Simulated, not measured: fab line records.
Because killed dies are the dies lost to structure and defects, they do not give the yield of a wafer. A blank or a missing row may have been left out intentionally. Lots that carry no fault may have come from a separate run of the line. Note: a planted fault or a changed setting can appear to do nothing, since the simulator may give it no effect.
One fault seen from 2 desks ; flow gf180mcu ; numbers are kept per desk, each desk with only its own; the story behind them comes last

## THE METROLOGY DESK
What the gauges read for every lot (on any tool): the sampled wafers with a number, averaged. The brackets show how far a lot's mean lies from the usual mean; more than 4 standard deviations puts the lot out of limits, marked OUT.
Columns: A = DUAL_GATE_OXIDATION_00_THK at GF_DUAL_GATE_THK_MEAS_03, usual 10.98 nm; B = cdNm at GF_POLY_GATE_CD_MEAS_10, usual 279.5 nm
lot;first seen here;A;B
L568;day 7 15:43;10.94;279.4
L569;day 7 22:17;10.68;279.5
L573;day 9 00:58;10.71;281.3
L574;day 9 06:09;11.32;279.3
L576;day 9 21:18;11.20;278.0
L577;day 10 03:13;11.09;279.1
L578;day 10 10:25;11.21;279.9
L586;day 12 14:34;10.99;278.9
L587;day 13 01:35;23.98 (+59) OUT;278.5
L588;day 13 05:01;23.88 (+59) OUT;280.1
L589;day 13 12:31;23.55 (+57) OUT;280.4
This desk's finding: out of limits on L587, L588, L589; first on L587, day 13 01:35 (DUAL_GATE_OXIDATION_00_THK at GF_DUAL_GATE_THK_MEAS_03). Within limits: L568, L569, L573, L574, L576, L577, L578, L586.

## FOR THE TOOL OWNER'S DESK: furnace-01
The tool's own readings at GF_DUAL_GATE_OXIDATION_02 (stabilise 600 s, purge 300 s, target thk 10.887 nm): means of the sampled wafers that have a number, for each lot that ran on this tool. The brackets show how far a lot's mean lies from the usual mean; more than 4 standard deviations puts the lot out of limits, marked OUT. Shown are 7 of the 12 readings it has, namely the first that went out of limits plus those furthest out on some lot.
Columns: A = spikeTcBottomC at GF_DUAL_GATE_OXIDATION_02, usual 915 C; B = spikeTcCentreC at GF_DUAL_GATE_OXIDATION_02, usual 901.0 C; C = spikeTcLowerC at GF_DUAL_GATE_OXIDATION_02, usual 900.9 C; D = spikeTcTopC at GF_DUAL_GATE_OXIDATION_02, usual 907.5 C; E = spikeTcUpperC at GF_DUAL_GATE_OXIDATION_02, usual 900.4 C; F = tubeCenterTempC at GF_DUAL_GATE_OXIDATION_02, usual 900 C; G = tube_center_temp_C_max at GF_DUAL_GATE_OXIDATION_02, usual 902.4
lot;first seen here;A;B;C;D;E;F;G
L568;day 7 14:16;912;900.3;902.4;908.3;900.9;900;902.8
L569;day 7 20:49;911;899.7;900.9;907.8;900.1;900;902.8
L573;day 8 23:30;911;900.8;901.2;907.9;901.4;900;902.4
L587;day 13 00:08;987 (+18) OUT;976.8 (+58) OUT;976.2 (+75) OUT;983.4 (+51) OUT;977.2 (+70) OUT;976 (+99 or more) OUT;978.3 (+99 or more) OUT
L588;day 13 03:34;987 (+18) OUT;977.2 (+59) OUT;976.2 (+75) OUT;983.0 (+50) OUT;976.8 (+69) OUT;976 (+99 or more) OUT;978.5 (+99 or more) OUT
L589;day 13 11:03;988 (+18) OUT;977.4 (+59) OUT;976.7 (+76) OUT;983.7 (+51) OUT;977.8 (+70) OUT;976 (+99 or more) OUT;977.9 (+99 or more) OUT
This desk finds L587, L588, L589 out of limits, L587 being first, at day 13 00:08 (spikeTcBottomC at GF_DUAL_GATE_OXIDATION_02). Within limits: L568, L569, L573.

## BROUGHT TOGETHER
The tool owner's desk had the chance to raise an alarm at day 13 00:08 on L587, L588, L589.
On L587, L588, L589, the metrology desk was in a position to raise an alarm at day 13 01:35.
The lots listed all ran GF_DUAL_GATE_OXIDATION_02 on furnace-01.

## WHAT THE SIMULATOR PUT IN
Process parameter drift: furnace-01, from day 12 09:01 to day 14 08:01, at GF_DUAL_GATE_OXIDATION_02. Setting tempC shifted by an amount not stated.
Lots struck among those shown: L587, L588, L589.
Fault start to first reading out of limits, in hours, per desk: tool owner, 15; metrology, 17.
